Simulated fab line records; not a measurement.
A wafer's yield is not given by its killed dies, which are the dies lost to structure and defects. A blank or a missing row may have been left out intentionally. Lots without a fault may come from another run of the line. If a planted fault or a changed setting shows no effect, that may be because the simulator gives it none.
Comparing a struck lot with a sound one + flow sky130 + 18 out of 708 route steps
Sound: wafers L885.1, L885.2, L885.4. Wafers struck: L902.1, L902.4, L902.6. The cause is named last.
Order at every step that has rows: each side's tool, ch and its chambers, its first start. Under that, the readings that differ: sound wafers + struck wafers + difference of the means + sigmas: that difference in standard deviations of wafers without a fault.
alike: same words and numbers on both sides, and readings whose means sit less than 2 such deviations apart. not compared: any withheld reading, any reading some wafer has no value for, any bound like >300 that may hide the same value, and any number with overlapping values for which the record gives no deviation.
Wherever a step has rows on one side only, a row that says differs or no value, or a row with sigmas, the two part there. Numbers that have no deviation but don't overlap get no sigmas and don't part them. Lack of a reading on every wafer of one side parts them only where that side has two or more wafers.

SKY_FIELD_ISO_BOW_MEAS_00:
  sound on filmMetro-01, day 1 10:00; struck on filmMetro-03, day 4 23:00
  alike: INCOMING_BOW
then, 1 step without rows for these wafers: SKY_FIELD_ISO_OXIDATION_01 (stabilise 600 s, purge 300 s, target thk 12 nm).
SKY_FIELD_ISO_THK_MEAS_02:
  sound on filmMetro-03, day 1 11:38; struck on filmMetro-01, day 5 00:38
  alike: FIELD_ISO_OXIDATION_00_THK
then, 1 step without rows for these wafers: SKY_FIELD_ISO_CVD_03 (deposits Si3N4 from DCS/NH3, target thk 165 nm, time 2830 s).
SKY_FIELD_ISO_THK_MEAS_04:
  sound on filmMetro-01, day 1 13:29; struck on filmMetro-01, day 5 02:29
  alike: FIELD_ISO_CVD_03_THK
then, 3 steps without rows for these wafers: SKY_FIELD_ISO_DEHYDRATE_05 (time 60 s); SKY_FIELD_ISO_HMDS_06 (prime time 60 s); SKY_FIELD_ISO_COAT_07 (resist thk 60 nm).
SKY_FIELD_ISO_COAT_08: resist thk 450 nm.
  sound on lithoTrack-01 ch 0, day 1 20:00; struck on lithoTrack-02 ch 0, day 5 11:00
| reading                                         | sound             | struck            | difference | sigmas |
|-------------------------------------------------|-------------------|-------------------|------------|--------|
| model.KrF-thick_of_FIELD_ISO_COAT_08.thkNm (nm) | 450.9 450.4 451.6 | 441.4 441.1 442.7 | -9.2       |        |
then, 4 steps without rows for these wafers: SKY_FIELD_ISO_SOFTBAKE_09 (time 90 s); SKY_FIELD_ISO_EXPOSE_10 (exposes mask FOM, target cd 150 nm); SKY_FIELD_ISO_PEB_11; SKY_FIELD_ISO_DEVELOP_12 (develop time 60 s).
SKY_FIELD_ISO_CD_MEAS_13: target cd 150 nm.
  sound on cdSem-02, day 2 03:38; struck on cdSem-02, day 5 20:19
  alike: cdNm
SKY_FIELD_ISO_ETCH_14: etches BARC in N2/H2, stops on SiO2, time 45.9 s, target depth 60 nm.
  sound on rieDiel-03 ch 0,1,3, day 2 03:45; struck on rieDiel-02 ch 0,1, day 5 20:26
  alike: drypumpMotorCurrentA, oesProductAu, throttleValvePct
  not compared: rfHoursCounterH
SKY_FIELD_ISO_ETCH_15: etches the open film in CHF3/O2, stops on Si, target depth 180 nm, time 72 s.
  sound on rieDiel-03 ch 0,1,3, day 2 03:47; struck on rieDiel-02 ch 0,1, day 5 20:29
| reading                                         | sound             | struck            | difference | sigmas |
|-------------------------------------------------|-------------------|-------------------|------------|--------|
| model.KrF-thick_of_FIELD_ISO_COAT_08.thkNm (nm) | 234.2 236.8 237.8 | 229.1 230.1 231.4 | -6.1       |        |
  alike: drypumpMotorCurrentA, oesProductAu, throttleValvePct
  not compared: rfHoursCounterH
SKY_FIELD_ISO_STRIP_16: strips in O2/N2.
  sound on plasmaAsher-04 ch 0,1, day 2 03:51; struck on plasmaAsher-01 ch 0,1, day 5 20:32
| reading                  | sound             | struck            | difference | sigmas |
|--------------------------|-------------------|-------------------|------------|--------|
| oesProductAu (a.u.)      | 0.377 0.384 0.388 | 0.363 0.375 0.371 | -0.013     | -3     |
| stripTimeToEndpointS (s) | 3.517 3.547 3.562 | 3.478 3.476 3.490 | -0.061     | -2     |
  alike: drypumpMotorCurrentA
  not compared: rfHoursCounterH
SKY_PAD_OPEN_PROBE_99:
  sound wafers here have rows in the record (prober-01, day 46 01:17); struck ones have none

## WHERE THEY PART
At SKY_FIELD_ISO_STRIP_16 first; at SKY_PAD_OPEN_PROBE_99 last (within this record only).

WHY: what had been put in by the simulator
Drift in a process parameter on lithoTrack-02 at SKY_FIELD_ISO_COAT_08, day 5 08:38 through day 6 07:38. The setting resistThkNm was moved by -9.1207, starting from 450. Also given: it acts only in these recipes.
